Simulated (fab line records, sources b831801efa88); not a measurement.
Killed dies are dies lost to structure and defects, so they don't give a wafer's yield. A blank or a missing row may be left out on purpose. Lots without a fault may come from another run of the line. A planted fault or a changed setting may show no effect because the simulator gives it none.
fab line records | flow sky130
record lots=14 wafers=42 last_day=50
route steps=708 shown NWELL@78 PWDE@84 VT_ADJUST_HVTP@95 VT_ADJUST_NCORE@129
lots that met no fault: from a run of the same line without faults
start_h: hours from the record's first day to the start of the lot's first wafer shown | wait_h: hours since the lot's step before | " the same as in the row above | L1.1+2: a row that stands for several wafers | - no value, or no start given | * or withheld: withheld | < > ~ a bound
route shown NAME@n: a module of which the file shows steps, and the number in the route of the first | usual: mean/standard deviation of fault-free wafers | same: alike in all rows | chamber/n: place in a boat | sites: the reading at each site | _std_site: their standard deviation | _edge_site: outer sites' mean less inner sites' | radius_mm: how far each site lies from the wafer's centre | mask NAME#n: copy n | behind: the tool/chamber that last shaped the wafer | hold: why the lot was held/for how many hours/how that ended | device: the transistor (n, p or np) that didn't switch | end of line: the same wafers' tests at the end of the route | a step without rows: its recipe alone | killed: dies lost to structure and defects at the first sort, not the wafer's yield | map: a wafer's dies, x killed, . not, _ none there
set.NAME: the setting as run; set.NAME@STEP: as run at that earlier step | model.NAME: the simulator's own value behind a step, which no gauge read
steps of the route over a sample of lots; a table a step, a row a wafer
services: from which hour (start_h, from the record's first day; less than 0 if before it) a tool's chamber was out of use, for how many hours, and why
## steps
# step SKY_NWELL_STRIP_25
# recipe chemistry=O2/N2 power_w=1400 pressure_mtorr=1500 platen_temp_c=withheld o2_flow_sccm=3000 n2_flow_sccm=300 overash_fraction=0.5
# usual chamber_pressure_mTorr=1499.9/1.4 drypump_motor_current_A=5.7/0.53 n2_flow_sccm=299.9/0.92 oes_product_au=0.722/0.0044 strip_time_to_endpoint_s=36.90/0.11
# columns lot.wafer tool chamber start_h wait_h chamber_pressure_mTorr drypump_motor_current_A n2_flow_sccm oes_product_au rf_hours_counter_h strip_time_to_endpoint_s
L421.1 plasma_asher-02 1 105.37 0.1 1499.7 6.4 299.9 0.721 33 37.05
L421.3 " 1 " " 1500.0 6.3 299.3 0.725 - 36.96
L421.6 " 0 " " 1500.5 5.3 300.7 0.722 - 36.90
L423.1 plasma_asher-02 1 115.06 0.1 1499.7 6.3 299.6 0.724 34 36.91
L423.3 " 0 " " 1501.7 5.3 298.3 0.720 - 37.05
L423.4 " 1 " " 1497.6 6.4 300.5 0.722 - 37.02
L426.3 plasma_asher-04 1 133.90 0.1 1501.5 6.4 299.6 0.725 - 36.84
L426.4 " 0 " " 1498.8 5.3 298.6 0.721 - 37.08
L426.5 " 0 " " 1500.3 5.3 298.9 0.723 - 37.01
L427.2 plasma_asher-03 1 141.42 0.1 1500.4 5.1 300.2 0.720 2 36.91
L427.3 " 0 " " 1500.8 5.6 301.0 0.713 - 36.87
L427.4 " 1 " " 1501.7 5.1 300.1 0.722 - 36.88
L428.1 plasma_asher-04 0 152.54 0.1 1497.7 5.3 299.7 0.721 43 37.05
L428.2 " 1 " " 1499.8 6.4 297.8 0.718 43 37.06
L428.6 " 1 " " 1501.1 6.4 299.8 0.714 - 36.98
L430.3 plasma_asher-04 0 156.35 0.1 1499.9 5.3 298.7 0.717 - 37.03
L430.4 " 1 " " 1501.6 6.4 298.9 0.728 - 36.88
L430.5 " 1 " " 1501.0 6.4 299.0 0.718 - 36.93
L431.4 plasma_asher-02 0 162.50 0.1 1499.4 5.3 301.3 0.718 - 36.90
L431.5 " 1 " " 1500.5 6.3 299.5 0.722 - 36.88
L431.6 " 0 " " 1500.6 5.3 301.2 0.718 - 36.86
L432.1 plasma_asher-03 1 172.24 0.1 1498.3 5.1 301.3 0.723 5 36.76
L432.3 " 1 " " 1503.0 5.1 299.8 0.719 - 36.79
L432.6 " 1 " " 1499.0 5.1 298.7 0.721 - 36.86
L433.3 plasma_asher-04 0 180.47 0.1 1498.7 5.3 298.9 0.720 - 37.02
L433.4 " 1 " " 1499.9 6.4 299.7 0.723 - 37.07
L433.6 " 0 " " 1500.1 5.3 298.7 0.725 - 37.18
L435.1 plasma_asher-04 0 196.41 0.1 1498.0 5.3 299.8 0.720 47 36.90
L435.3 " 1 " " 1498.1 6.4 301.0 0.720 - 36.96
L435.4 " 0 " " 1500.6 5.3 299.9 0.726 - 37.01
L436.3 plasma_asher-03 0 201.30 0.1 1500.2 5.6 301.0 0.723 - 36.60
L436.4 " 1 " " 1500.8 5.1 298.5 0.720 - 36.73
L436.5 " 1 " " 1501.7 5.1 300.3 0.721 - 36.74
L440.2 plasma_asher-03 1 223.04 0.1 1501.4 5.1 299.1 0.725 10 36.93
L440.5 " 1 " " 1499.4 5.1 300.7 0.716 - 36.84
L440.6 " 0 " " 1498.4 5.6 299.2 0.718 - 36.85
L443.1 plasma_asher-02 0 240.89 0.1 - - - - - -
L443.5 " 0 " " - - - - - -
L443.6 " 1 " " - - - - - -
L444.3 plasma_asher-02 1 246.12 0.1 - - - - - -
L444.4 " 0 " " - - - - - -
L444.6 " 0 " " - - - - - -
# step SKY_NWELL_RTA_28
# recipe temp_c=1050 time_s=30 idle_temp_c=650 ramp_up_c_per_s=150 ramp_down_c_per_s=90 ambient=N2
# usual chamber_o2_ppm=2.005/0.02 lamp_power_pct=25.30/0.055 wafer_temp_C_max=1054.8/0.93
# columns lot.wafer tool chamber start_h wait_h chamber_o2_ppm lamp_power_pct wafer_temp_C_max
L421.1 rtp_anneal-01 0 105.58 0.0 2.021 25.26 1054.0
L421.3 " 0 " " 2.021 25.42 1055.5
L421.6 " 0 " " 2.014 25.25 1056.0
L423.1 rtp_anneal-02 0 115.28 0.0 1.996 25.27 1053.9
L423.3 " 0 " " 2.020 25.34 1055.3
L423.4 " 0 " " 1.981 25.33 1056.3
L426.3 rtp_anneal-01 0 134.12 0.0 1.991 25.33 1054.1
L426.4 " 0 " " 2.019 25.34 1057.0
L426.5 " 0 " " 2.000 25.35 1054.4
L427.2 rtp_anneal-02 0 141.71 0.0 2.016 25.28 1053.9
L427.3 " 0 " " 2.017 25.39 1055.1
L427.4 " 0 " " 2.051 25.31 1056.0
L428.1 rtp_anneal-01 0 152.75 0.0 2.020 25.21 1055.2
L428.2 " 0 " " 2.021 25.28 1055.8
L428.6 " 0 " " 2.032 25.27 1055.6
L430.3 rtp_anneal-02 0 156.56 0.0 2.015 25.27 1053.7
L430.4 " 0 " " 1.988 25.33 1054.9
L430.5 " 0 " " 1.997 25.30 1054.0
L431.4 rtp_anneal-01 0 162.72 0.1 2.003 25.31 1053.0
L431.5 " 0 " " 2.018 25.24 1054.8
L431.6 " 0 " " 2.026 25.38 1053.8
L432.1 rtp_anneal-01 0 172.45 0.0 1.997 25.31 1054.7
L432.3 " 0 " " 2.008 25.25 1057.2
L432.6 " 0 " " 2.016 25.32 1054.0
L433.3 rtp_anneal-02 0 180.68 0.0 2.007 25.33 1054.0
L433.4 " 0 " " 1.996 25.30 1056.5
L433.6 " 0 " " 2.005 25.35 1055.4
L435.1 rtp_anneal-01 0 196.62 0.0 2.007 25.33 1056.6
L435.3 " 0 " " 2.036 25.24 1053.1
L435.4 " 0 " " 1.991 25.31 1055.6
L436.3 rtp_anneal-01 0 201.52 0.0 1.965 25.26 1054.2
L436.4 " 0 " " 1.985 25.34 1056.5
L436.5 " 0 " " 1.978 25.30 1055.0
L440.2 rtp_anneal-02 0 223.27 0.0 2.027 25.18 1054.6
L440.5 " 0 " " 1.985 25.29 1054.4
L440.6 " 0 " " 1.997 25.29 1054.0
L443.1 rtp_anneal-01 0 241.10 0.0 2.003 25.33 1054.9
L443.5 " 0 " " 2.007 25.39 1052.8
L443.6 " 0 " " 2.004 25.29 1055.2
L444.3 rtp_anneal-02 0 246.33 0.0 1.959 25.25 1055.8
L444.4 " 0 " " 1.987 25.27 1053.9
L444.6 " 0 " " 1.972 25.29 1053.6
# step SKY_NWELL_RS_MEAS_31
# recipe thk_meas_gauge=four-point-probe
# usual PWDE_RS=5275/21
# columns lot.wafer tool chamber start_h wait_h PWDE_RS[ohm/sq]
L421.1 film_metro-04 - 105.92 0.1 5265
L421.3 " - " " 5280
L421.6 " - " " 5289
L423.1 film_metro-03 - 115.62 0.1 5286
L423.3 " - " " 5315
L423.4 " - " " 5303
L426.3 film_metro-04 - 134.47 0.1 5266
L426.4 " - " " 5264
L426.5 " - " " 5263
L427.2 film_metro-03 - 142.05 0.1 5256
L427.3 " - " " 5245
L427.4 " - " " 5245
L428.1 film_metro-04 - 153.09 0.1 5305
L428.2 " - " " 5292
L428.6 " - " " 5307
L430.3 film_metro-01 - 156.91 0.1 5303
L430.4 " - " " 5292
L430.5 " - " " 5279
L431.4 film_metro-01 - 163.07 0.1 5286
L431.5 " - " " 5278
L431.6 " - " " 5299
L432.1 film_metro-01 - 172.79 0.1 5246
L432.3 " - " " 5250
L432.6 " - " " 5252
L433.3 film_metro-04 - 181.03 0.1 5234
L433.4 " - " " 5252
L433.6 " - " " 5242
L435.1 film_metro-01 - 196.96 0.1 5298
L435.3 " - " " 5286
L435.4 " - " " 5286
L436.3 film_metro-03 - 201.87 0.1 5248
L436.4 " - " " 5237
L436.5 " - " " 5235
L440.2 film_metro-04 - 223.61 0.1 5271
L440.5 " - " " 5251
L440.6 " - " " 5260
L443.1 film_metro-04 - 241.44 0.1 5242
L443.5 " - " " 5234
L443.6 " - " " 5227
L444.3 film_metro-01 - 246.68 0.1 5284
L444.4 " - " " 5270
L444.6 " - " " 5269
# step SKY_VT_ADJUST_HVTP_STRIP_10
# recipe chemistry=O2/N2 power_w=1400 pressure_mtorr=1500 platen_temp_c=withheld o2_flow_sccm=3000 n2_flow_sccm=300 overash_fraction=0.5
# usual chamber_pressure_mTorr=1500.0/1.4 drypump_motor_current_A=5.8/0.49 n2_flow_sccm=300.0/0.98 oes_product_au=0.716/0.0046 strip_time_to_endpoint_s=14.19/0.045
# columns lot.wafer tool chamber start_h wait_h chamber_pressure_mTorr drypump_motor_current_A n2_flow_sccm oes_product_au rf_hours_counter_h strip_time_to_endpoint_s
L421.1 plasma_asher-04 0 123.08 0.1 1502.8 5.3 299.4 0.726 40 14.16
L421.3 " 1 " " 1499.0 6.4 300.2 0.716 - 14.12
L421.6 " 1 " " 1497.4 6.4 300.8 0.713 - 14.18
L423.1 plasma_asher-04 0 134.48 0.1 1499.8 5.3 300.2 0.716 41 14.18
L423.3 " 1 " " 1500.8 6.4 299.8 0.717 - 14.17
L423.4 " 0 " " 1499.5 5.3 300.8 0.715 - 14.17
L426.3 plasma_asher-01 1 153.57 0.1 1500.4 6.1 300.5 0.717 - 14.28
L426.4 " 0 " " 1499.4 5.3 300.5 0.722 - 14.20
L426.5 " 0 " " 1498.7 5.4 301.3 0.710 - 14.26
L427.2 plasma_asher-01 1 161.84 0.1 1501.8 6.1 301.0 0.718 49 14.17
L427.3 " 1 " " 1500.4 6.1 300.5 0.721 - 14.13
L427.4 " 0 " " 1501.5 5.4 301.3 0.715 - 14.14
L428.1 plasma_asher-04 0 172.58 0.1 1502.9 5.3 298.5 0.717 45 14.21
L428.2 " 1 " " 1501.0 6.4 301.9 0.717 45 14.20
L428.6 " 0 " " 1498.4 5.3 300.1 0.707 - 14.20
L430.3 plasma_asher-04 1 177.16 0.1 1499.8 6.4 299.5 0.715 - 14.17
L430.4 " 0 " " 1500.6 5.3 299.8 0.717 - 14.18
L430.5 " 0 " " 1499.6 5.3 299.5 0.721 - 14.19
L431.4 plasma_asher-01 1 183.27 0.1 1498.4 6.1 300.5 0.712 - 14.14
L431.5 " 1 " " 1500.6 6.1 299.9 0.719 - 14.13
L431.6 " 0 " " 1499.8 5.4 301.3 0.717 - 14.15
L432.1 plasma_asher-02 1 194.48 0.1 1502.7 6.4 297.2 0.715 42 14.26
L432.3 " 0 " " 1500.8 5.3 299.9 0.712 - 14.21
L432.6 " 0 " " 1502.7 5.3 299.5 0.709 - 14.23
L433.3 plasma_asher-01 1 202.06 0.1 1500.2 6.1 298.1 0.713 - 14.20
L433.4 " 0 " " 1498.5 5.4 298.8 0.712 - 14.16
L433.6 " 1 " " 1500.7 6.1 299.0 0.717 - 14.26
L435.1 plasma_asher-02 0 218.88 0.1 1499.0 5.3 301.8 0.718 44 14.14
L435.3 " 1 " " 1502.3 6.3 298.7 0.719 - 14.16
L435.4 " 0 " " 1501.8 5.3 300.9 0.717 - 14.15
L436.3 plasma_asher-04 0 224.06 0.1 1502.0 5.3 300.8 0.719 - 14.23
L436.4 " 1 " " 1501.0 6.4 298.8 0.723 - 14.26
L436.5 " 0 " " 1501.5 5.3 300.2 0.716 - 14.26
L440.2 plasma_asher-04 1 246.80 0.1 1500.2 6.4 300.0 0.710 52 14.17
L440.5 " 1 " " 1499.1 6.4 299.5 0.721 - 14.16
L440.6 " 0 " " 1498.7 5.3 300.6 0.712 - 14.18
L443.1 plasma_asher-02 0 264.79 0.1 1499.9 5.3 301.6 0.727 49 58.69
L443.5 " 0 " " 1501.3 5.3 300.4 0.731 - 58.45
L443.6 " 1 " " 1497.6 6.4 299.3 0.730 - 58.49
L444.3 plasma_asher-01 0 271.12 0.1 1500.2 5.4 299.1 0.722 - 58.42
L444.4 " 1 " " 1497.8 6.1 300.8 0.726 - 58.53
L444.6 " 0 " " 1499.9 5.4 300.5 0.726 - 58.59
# step SKY_VT_ADJUST_HVTP_TW_MEAS_11
# usual VT_ADJUST_HVTP_TW=1345/16
# columns lot.wafer tool chamber start_h wait_h VT_ADJUST_HVTP_TW
L421.1 film_metro-04 - 123.18 0.1 1349
L421.3 " - " " 1349
L421.6 " - " " 1349
L423.1 film_metro-04 - 134.58 0.1 1347
L423.3 " - " " 1352
L423.4 " - " " 1347
L426.3 film_metro-02 - 153.65 0.1 1343
L426.4 " - " " 1345
L426.5 " - " " 1341
L427.2 film_metro-01 - 161.95 0.1 1327
L427.3 " - " " 1328
L427.4 " - " " 1327
L428.1 film_metro-02 - 172.68 0.1 1344
L428.2 " - " " 1353
L428.6 " - " " 1346
L430.3 film_metro-04 - 177.25 0.1 1367
L430.4 " - " " 1355
L430.5 " - " " 1357
L431.4 film_metro-01 - 183.37 0.1 1312
L431.5 " - " " 1322
L431.6 " - " " 1320
L432.1 film_metro-01 - 194.58 0.1 1322
L432.3 " - " " 1313
L432.6 " - " " 1324
L433.3 film_metro-02 - 202.15 0.1 1355
L433.4 " - " " 1355
L433.6 " - " " 1347
L435.1 film_metro-02 - 218.98 0.1 1344
L435.3 " - " " 1339
L435.4 " - " " 1344
L436.3 film_metro-04 - 224.15 0.1 1365
L436.4 " - " " 1360
L436.5 " - " " 1367
L440.2 film_metro-02 - 246.91 0.1 1337
L440.5 " - " " 1337
L440.6 " - " " 1348
L443.1 film_metro-04 - 264.89 0.1 30
L443.5 " - " " 30
L443.6 " - " " 30
L444.3 film_metro-04 - 271.21 0.1 30
L444.4 " - " " 30
L444.6 " - " " 30
# step SKY_VT_ADJUST_NCORE_STRIP_10
# recipe chemistry=O2/N2 power_w=1400 pressure_mtorr=1500 platen_temp_c=withheld o2_flow_sccm=3000 n2_flow_sccm=300 overash_fraction=0.5
# usual chamber_pressure_mTorr=1500.0/1.4 drypump_motor_current_A=5.6/0.46 n2_flow_sccm=300.0/0.86 oes_product_au=0.715/0.0046 strip_time_to_endpoint_s=14.19/0.046
# columns lot.wafer tool chamber start_h wait_h chamber_pressure_mTorr drypump_motor_current_A n2_flow_sccm oes_product_au rf_hours_counter_h strip_time_to_endpoint_s
L421.1 plasma_asher-01 0 182.34 0.1 1501.3 5.3 298.5 0.725 51 14.20
L421.3 " 1 " " 1500.2 6.1 299.7 0.706 - 14.18
L421.6 " 0 " " 1497.4 5.4 298.4 0.723 - 14.20
L423.1 plasma_asher-03 1 195.66 0.1 1497.5 5.1 299.5 0.714 7 14.19
L423.3 " 0 " " 1500.1 5.6 299.3 0.714 - 14.18
L423.4 " 1 " " 1499.7 5.1 299.7 0.713 - 14.19
L426.3 plasma_asher-04 1 216.99 0.1 1500.8 6.4 301.6 0.715 - 14.16
L426.4 " 0 " " 1503.1 5.3 299.1 0.714 - 14.18
L426.5 " 0 " " 1499.8 5.3 299.8 0.709 - 14.21
L427.2 plasma_asher-01 1 225.66 0.1 1496.9 6.1 299.5 0.712 55 14.19
L427.3 " 0 " " 1501.0 5.3 299.6 0.720 - 14.13
L427.4 " 1 " " 1501.3 6.1 299.6 0.711 - 14.16
L428.1 plasma_asher-01 0 238.43 0.1 1500.8 5.3 301.4 0.717 56 14.13
L428.2 " 1 " " 1500.3 6.1 300.0 0.717 56 14.19
L428.6 " 1 " " 1499.6 6.1 299.7 0.714 - 14.15
L430.3 plasma_asher-03 1 243.37 0.1 1500.0 5.1 299.5 0.704 - 14.13
L430.4 " 0 " " 1499.8 5.6 299.7 0.720 - 14.13
L430.5 " 1 " " 1500.8 5.1 300.6 0.710 - 14.12
L431.4 plasma_asher-01 0 250.57 0.1 1497.3 5.4 299.2 0.713 - 14.29
L431.5 " 1 " " 1498.3 6.1 299.7 0.722 - 14.25
L431.6 " 0 " " 1497.8 5.3 299.4 0.711 - 14.29
L432.1 plasma_asher-04 1 262.86 0.1 1505.0 6.4 301.3 0.714 53 14.11
L432.3 " 0 " " 1498.6 5.3 298.2 0.716 - 14.11
L432.6 " 1 " " 1499.9 6.4 301.1 0.719 - 14.14
L433.3 plasma_asher-03 1 272.46 0.1 1500.4 5.1 299.2 0.713 - 14.16
L433.4 " 0 " " 1500.5 5.6 301.8 0.710 - 14.10
L433.6 " 0 " " 1499.1 5.6 298.9 0.716 - 14.14
L435.1 plasma_asher-03 0 290.81 0.1 1500.0 5.6 301.3 0.710 17 14.23
L435.3 " 0 " " 1500.9 5.6 300.5 0.717 - 14.21
L435.4 " 1 " " 1502.8 5.1 300.6 0.716 - 14.19
L436.3 plasma_asher-03 0 296.49 0.1 1501.0 5.6 300.5 0.713 - 14.19
L436.4 " 1 " " 1498.7 5.1 301.1 0.717 - 14.21
L436.5 " 1 " " 1502.0 5.1 300.9 0.715 - 14.23
L440.2 plasma_asher-01 0 321.34 0.1 1500.7 5.4 300.2 0.718 65 14.18
L440.5 " 1 " " 1500.5 6.1 300.3 0.724 - 14.18
L440.6 " 0 " " 1496.8 5.4 299.7 0.714 - 14.16
L443.1 plasma_asher-03 1 341.83 0.1 1499.0 5.1 299.9 0.716 22 14.19
L443.5 " 1 " " 1501.1 5.1 300.1 0.720 - 14.17
L443.6 " 0 " " 1500.3 5.6 299.6 0.710 - 14.16
L444.3 plasma_asher-04 0 348.94 0.1 1501.0 5.3 299.7 0.713 - 14.26
L444.4 " 1 " " 1497.7 6.4 300.1 0.713 - 14.26
L444.6 " 0 " " 1501.3 5.3 299.0 0.715 - 14.27
## services
# columns tool chamber start_h hours kind
plasma_asher-04 - 98.52 3.2 repair
plasma_asher-03 - 108.84 9.0 pm
plasma_asher-03 0 108.84 9.0 vent_cycle
plasma_asher-03 1 108.84 9.0 vent_cycle
rtp_anneal-01 - 112.71 3.8 pm
plasma_asher-02 - 115.57 2.8 pm
plasma_asher-03 0 117.84 - clean
plasma_asher-03 1 117.84 - clean
plasma_asher-02 - 246.71 0.5 repair
plasma_asher-03 - 261.78 2.6 repair
plasma_asher-04 - 271.50 13.8 repair
plasma_asher-02 - 330.31 2.3 repair
## key
first_sign step=SKY_NWELL_STRIP_25 reading=tool_record direction=missing
effect step=SKY_VT_ADJUST_HVTP_STRIP_10 reading=strip_time_to_endpoint_s direction=up sigmas=99+ usual=* struck=*
effect step=SKY_VT_ADJUST_HVTP_TW_MEAS_11 reading=VT_ADJUST_HVTP_TW direction=down sigmas=82 usual=1345 struck=30
met_at SKY_NWELL_STRIP_25
struck_lots L443,L444
sort_left_out L443.1,L443.5,L443.6,L444.3,L444.4,L444.6
tester_left_out L443,L444
not_acting_at SKY_NWELL_RTA_28,SKY_NWELL_RS_MEAS_31,SKY_VT_ADJUST_NCORE_STRIP_10
onset_between 162.50 240.89
fault kind=skipped_step_whole tool=plasma_asher-02 chamber=- onset_h=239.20 steps=SKY_NWELL_STRIP_25 scope=struck_lots_only
# tester_left_out: of these lots the tester's yield and bins aren't shown, on N5 and GAA mostly nor the transistor test; their killed dies are dies lost to structure and defects alone, not to doping, threshold or leakage, so they don't give the yield
# sort_left_out: the simulated sort isn't trusted on such a fault, so these wafers' sort isn't shown, and their yield isn't known
